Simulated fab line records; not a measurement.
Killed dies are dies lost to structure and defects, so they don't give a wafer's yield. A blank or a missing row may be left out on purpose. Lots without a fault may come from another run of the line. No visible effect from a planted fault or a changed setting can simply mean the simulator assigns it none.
Problem report in the 8D (eight disciplines) form, filled by code | flow sky130 | the parts of the form that need people (team, actions taken, sign-off) are left out

== 1. THE ISSUE ==
beamEnergyKeV at SKY_LDD_LDN_IMPLANT_10 reads a mean of 14.790 on 6 wafers of 2 lots; wafers without a fault read 14.999 with a standard deviation of 0.0043. That is -49 standard deviations from the usual mean.
First seen on wafer L935.2, day 23 13:56, on implanter-04. The record holds 18 wafers of 6 lots with a number at this step. Rule for "out" (also "out of limits"): further than 4 standard deviations from the usual mean. The other wafers with a number count as sound.

== 2. WHAT THIS IS AND IS NOT ==
question                    | is                     | is not
which readings at this step | beamEnergyKeV          | -
which lots                  | L935, L937             | L932, L945, L950, L951
which wafers of those lots  | all that have a number | -
read on which tools         | implanter-04           | implanter-02, implanter-03
when                        | from day 23 13:56      | up to then (3 sound wafers); but 9 sound wafers of L945, L950, L951 came after

== 3. SUSPECTS, AND WHAT RULES EACH OUT ==
Counting: any tool at a process step up to the reading is kept as a suspect provided that every lot that is out went through it and no sound lot did after the first of them.
- plasmaAsher-02 at SKY_LDD_HVP_STRIP_09 (strips in O2/N2): kept. It ran every lot that is out, first L935 (day 22 08:27), and no sound lot after that.
- implanter-04 at SKY_LDD_LDN_IMPLANT_10: kept. It processed each lot that is out, first L935 at day 23 13:56, and no sound lot thereafter; up to then, the last sound lot it processed was L932 at day 22 21:34. Its own beamEnergyKeV readings are out on those wafers.
The count leaves implanter-04 at SKY_LDD_LDN_IMPLANT_10 and plasmaAsher-02 at SKY_LDD_HVP_STRIP_09.

== 4. THE CAUSE (what the simulator had put in) ==
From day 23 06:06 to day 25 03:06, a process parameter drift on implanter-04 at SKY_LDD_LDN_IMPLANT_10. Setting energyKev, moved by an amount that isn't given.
Counting left 2 suspects, and this tool is among them.

== 5. THE CHAIN OF EFFECTS, in route order ==
Each row: a reading whose mean over the struck wafers that have a number lies more than 3 standard deviations from the usual. Readings are gone through only where the record gives a usual standard deviation; hours: the median, over the lots, of the time from a lot's start at the first step in this table giving one to that lot's start at this step; sigmas: the change measured in usual standard deviations.
hours | step                   | reading       | usual  | on struck wafers | change | sigmas
0     | SKY_LDD_LDN_IMPLANT_10 | beamEnergyKeV | 14.999 | 14.790           | -0.209 | -49
Here are the process steps it includes:
- SKY_LDD_LDN_IMPLANT_10

== 6. WHAT WOULD HAVE CAUGHT IT SOONER ==
8 hours passed between the start of the fault at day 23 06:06 and the first reading out of limits in this record, taken at day 23 13:56.
